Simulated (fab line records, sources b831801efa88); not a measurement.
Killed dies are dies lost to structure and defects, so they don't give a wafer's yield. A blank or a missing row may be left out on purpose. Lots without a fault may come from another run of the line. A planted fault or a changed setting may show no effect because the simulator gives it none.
Which tool did it? | flow gf180mcu | 11 lots, 33 wafers sampled, at 6 steps of a route of 602

WHAT THE GAUGES READ, wafer by wafer
GF_V1_THK_MEAS_03. Usual: V1_CVD_02_THK 852 nm, standard deviation 11.
lot  | measured     | on            | V1_CVD_02_THK (nm) | flag
L777 | day 17 00:50 | film_metro-03 | 862 867 875        |
L778 | day 17 11:45 | film_metro-03 | 848 875 869        |
L779 | day 17 20:10 | film_metro-02 | 840 848 864        |
L780 | day 18 05:23 | film_metro-01 | 848 834 862        |
L781 | day 18 13:53 | film_metro-03 | 833 850 863        |
L784 | day 19 19:58 | film_metro-02 | 845 865 860        |
L785 | day 20 05:19 | film_metro-03 | 872 852 860        |
L787 | day 20 22:02 | film_metro-03 | 839 858 865        |
L790 | day 22 01:18 | film_metro-03 | 839 843 855        |
L793 | day 23 00:57 | film_metro-03 | 843 871 914        |
L794 | day 23 11:55 | film_metro-01 | 906 844 866        |

GF_V1_CD_MEAS_14: target cd 260 nm. Usual: cd_nm 260.0 nm, standard deviation 1.3.
lot  | measured     | on        | cd_nm (nm)        | flag
L777 | day 18 00:04 | cd_sem-01 | 260.5 259.7 260.0 |
L778 | day 18 11:17 | cd_sem-02 | 258.8 259.4 259.6 |
L779 | day 18 19:37 | cd_sem-01 | 262.2 261.3 262.0 |
L780 | day 19 05:13 | cd_sem-01 | 258.9 258.2 258.7 |
L781 | day 19 13:59 | cd_sem-02 | 259.0 261.1 259.3 |
L784 | day 20 20:47 | cd_sem-01 | 263.9 264.3 262.6 |
L785 | day 21 05:41 | cd_sem-01 | 259.1 258.3 258.4 |
L787 | day 21 22:19 | cd_sem-01 | 260.4 259.4 259.6 |
L790 | day 23 00:41 | cd_sem-02 | 260.7 259.7 260.7 |
L793 | day 23 23:38 | cd_sem-02 | 258.9 259.7 259.2 |
L794 | day 24 10:16 | cd_sem-02 | 258.2 259.5 259.5 |

WHICH TOOL RAN EACH LOT (tool, then ch and the chambers of the sampled wafers, then the start)
lot  | GF_CONTACT_ETCH_16                 | GF_M1_STRIP_17                       | GF_V1_CVD_02                    | GF_V1_CMP_04
L777 | rie_diel-02 ch 0,1,2, day 15 23:53 | plasma_asher-01 ch 0,1, day 17 00:04 | pecvd-02 ch 0,1, day 17 00:46   | cmp-01 ch 0,2,3, day 17 00:56
L778 | rie_diel-01 ch 0,1, day 16 10:18   | plasma_asher-03 ch 0,1, day 17 10:53 | pecvd-03 ch 1,2, day 17 11:41   | cmp-02 ch 0,1,3, day 17 11:58
L779 | rie_diel-01 ch 1,3, day 16 18:26   | plasma_asher-02 ch 0,1, day 17 19:25 | pecvd-02 ch 0,2, day 17 20:06   | cmp-02 ch 0,1,2, day 17 20:17
L780 | rie_diel-02 ch 1,2,3, day 17 03:47 | plasma_asher-02 ch 0,1, day 18 04:37 | pecvd-03 ch 0,1,2, day 18 05:19 | cmp-01 ch 0,1,2, day 18 05:26
L781 | rie_diel-01 ch 1,2, day 17 11:53   | plasma_asher-01 ch 0,1, day 18 13:07 | pecvd-02 ch 0,2, day 18 13:49   | cmp-01 ch 1,2,3, day 18 14:06
L784 | rie_diel-04 ch 0,2, day 18 17:23   | plasma_asher-01 ch 0,1, day 19 19:13 | pecvd-01 ch 1,2, day 19 19:53   | cmp-01 ch 0,1, day 19 20:01
L785 | rie_diel-01 ch 0,3, day 19 02:50   | plasma_asher-02 ch 0,1, day 20 04:32 | pecvd-03 ch 0,1,2, day 20 05:15 | cmp-02 ch 1,2, day 20 05:20
L787 | rie_diel-02 ch 2,3, day 19 19:17   | plasma_asher-01 ch 0,1, day 20 21:17 | pecvd-01 ch 0,1,2, day 20 21:58 | cmp-01 ch 0,1,3, day 20 22:20
L790 | rie_diel-04 ch 0,1,2, day 20 23:17 | plasma_asher-02 ch 0,1, day 22 00:33 | pecvd-01 ch 0,1, day 22 01:14   | cmp-01 ch 0,1,2, day 22 01:25
L793 | rie_diel-01 ch 0,1,3, day 21 23:50 | plasma_asher-03 ch 0,1, day 23 00:13 | pecvd-01 ch 0,2, day 23 00:52   | cmp-01 ch 0,2,3, day 23 01:06
L794 | rie_diel-02 ch 0,1,2, day 22 10:26 | plasma_asher-02 ch 0,1, day 23 11:09 | pecvd-01 ch 0,2, day 23 11:51   | cmp-02 ch 1,3, day 23 12:02
- GF_CONTACT_ETCH_16: etches BARC in N2/H2.
- GF_M1_STRIP_17: strips in O2/N2.
- GF_V1_CVD_02: deposits SiO2 from TEOS, target thk 850 nm, time 94.851 s.
- GF_V1_CMP_04: polishes SiO2.

WHAT THE TOOLS THEMSELVES READ (means of the sampled wafers that have a number; where no wafer has one, the mark that the record gives instead)
GF_CONTACT_ETCH_16. Usual: drypump_motor_current_A 5.7 A, standard deviation 0.46; oes_product_au 0.854 a.u., standard deviation 0.0046; throttle_valve_pct 13.224 %, standard deviation 0.0085.
lot  | tool        | drypump_motor_current_A (A) | oes_product_au (a.u.) | throttle_valve_pct (%) | flag
L777 | rie_diel-02 | 5.5                         | 0.854                 | 13.225                 |
L778 | rie_diel-01 | 5.3                         | 0.851                 | 13.225                 |
L779 | rie_diel-01 | 5.9                         | 0.855                 | 13.218                 |
L780 | rie_diel-02 | 5.6                         | 0.855                 | 13.219                 |
L781 | rie_diel-01 | 6.1                         | 0.855                 | 13.221                 |
L784 | rie_diel-04 | 5.7                         | 0.856                 | 13.218                 |
L785 | rie_diel-01 | 5.3                         | 0.854                 | 13.219                 |
L787 | rie_diel-02 | 5.7                         | 0.857                 | 13.219                 |
L790 | rie_diel-04 | 5.4                         | 0.852                 | 13.228                 |
L793 | rie_diel-01 | 5.6                         | 0.852                 | 13.221                 |
L794 | rie_diel-02 | 5.5                         | 0.851                 | 13.227                 |

GF_M1_STRIP_17. Usual: drypump_motor_current_A 5.8 A, standard deviation 0.52; heater_power_w 322 W, standard deviation 57; oes_product_au 0.538 a.u., standard deviation 0.0046; strip_time_to_endpoint_s 7.39 s, standard deviation 0.045.
lot  | tool            | drypump_motor_current_A (A) | heater_power_w (W) | oes_product_au (a.u.) | strip_time_to_endpoint_s (s) | flag
L777 | plasma_asher-01 | 6.3                         | 270                | 0.539                 | 7.37                         |
L778 | plasma_asher-03 | 5.1                         | 320                | 0.537                 | 7.48                         |
L779 | plasma_asher-02 | 5.7                         | 349                | 0.536                 | 7.38                         |
L780 | plasma_asher-02 | 6.0                         | 378                | 0.542                 | 7.39                         |
L781 | plasma_asher-01 | 6.1                         | 300                | 0.539                 | 7.38                         |
L784 | plasma_asher-01 | 6.3                         | 274                | 0.541                 | 7.41                         |
L785 | plasma_asher-02 | 6.0                         | 385                | 0.537                 | 7.41                         |
L787 | plasma_asher-01 | 6.1                         | 297                | 0.535                 | 7.34                         |
L790 | plasma_asher-02 | 6.0                         | 383                | 0.539                 | 7.39                         |
L793 | plasma_asher-03 | 5.2                         | 321                | 0.536                 | 7.38                         |
L794 | plasma_asher-02 | 6.0                         | 380                | 0.542                 | 7.34                         |

GF_V1_CVD_02. Usual: heater_power_outer_w 408 W, standard deviation 89; heater_power_w 687 W, standard deviation 110; run_length_s 122.7 s, standard deviation 0.64.
lot  | tool     | heater_power_outer_w (W) | heater_power_w (W) | run_length_s (s) | flag
L777 | pecvd-02 | 410                      | 686                | 122.6            |
L778 | pecvd-03 | 377                      | 646                | 122.5            |
L779 | pecvd-02 | 414                      | 676                | 122.7            |
L780 | pecvd-03 | 372                      | 648                | 122.7            |
L781 | pecvd-02 | 372                      | 630                | 122.4            |
L784 | pecvd-01 | 411                      | 696                | 123.3            |
L785 | pecvd-03 | 340                      | 600                | 122.5            |
L787 | pecvd-01 | 428                      | 712                | 122.8            |
L790 | pecvd-01 | 439                      | 732                | 123.5            |
L793 | pecvd-01 | 481                      | 789                | 125.1            | OFF
L794 | pecvd-01 | 447                      | 736                | 125.3            | OFF

GF_V1_CMP_04. Usual: motor_current_A 12.4 A, standard deviation 1.7; time_to_endpoint_s 82 s, standard deviation 4.7.
lot  | tool   | motor_current_A (A) | time_to_endpoint_s (s) | flag
L777 | cmp-01 | 14.0                | 86                     |
L778 | cmp-02 | 11.2                | 84                     |
L779 | cmp-02 | 11.7                | 75                     |
L780 | cmp-01 | 12.6                | 80                     |
L781 | cmp-01 | 12.9                | 80                     |
L784 | cmp-01 | 12.6                | 82                     |
L785 | cmp-02 | 11.2                | 85                     |
L787 | cmp-01 | 13.9                | 85                     |
L790 | cmp-01 | 12.1                | 80                     |
L793 | cmp-01 | 13.3                | 94                     |
L794 | cmp-02 | 10.4                | 95                     |

THE ANSWER, worked out from the rows above alone
Rule: a lot is off if the mean of its wafers that have a number lies more than 3 standard deviations from the usual mean. A lot without any number at a reading at which 4 lots or more have one is off too. The other lots that the step has rows for count as sound. The gauges are gone through in route order, then the tools' own readings, and for those a lot's mean is taken as printed above. The first step at which some lot is off is used, and at that step the reading that is off furthest; a lot without a number counts as furthest.
Off: L793, L794, at GF_V1_CVD_02 (run_length_s).
A tool fits if, at that step or a process step before it, it ran every lot that is off, and no sound lot after the first of them. One fits: pecvd-01 at GF_V1_CVD_02. Its last sound lot is L790 (day 22 01:14), its first lot that is off L793 (day 23 00:52): a fault that began between those two fits.
The tool's own readings at GF_V1_CVD_02 bear it out: on the lots that are off they differ by more than 5 times the standard deviation of the sound lots' means. run_length_s reads 125.2 s there against 122.8 s on the sound lots.

WHAT THE SIMULATOR HAD PUT IN
Process parameter drift: pecvd-01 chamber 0, from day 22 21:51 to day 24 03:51, at GF_V1_CVD_02. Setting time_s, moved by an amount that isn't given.
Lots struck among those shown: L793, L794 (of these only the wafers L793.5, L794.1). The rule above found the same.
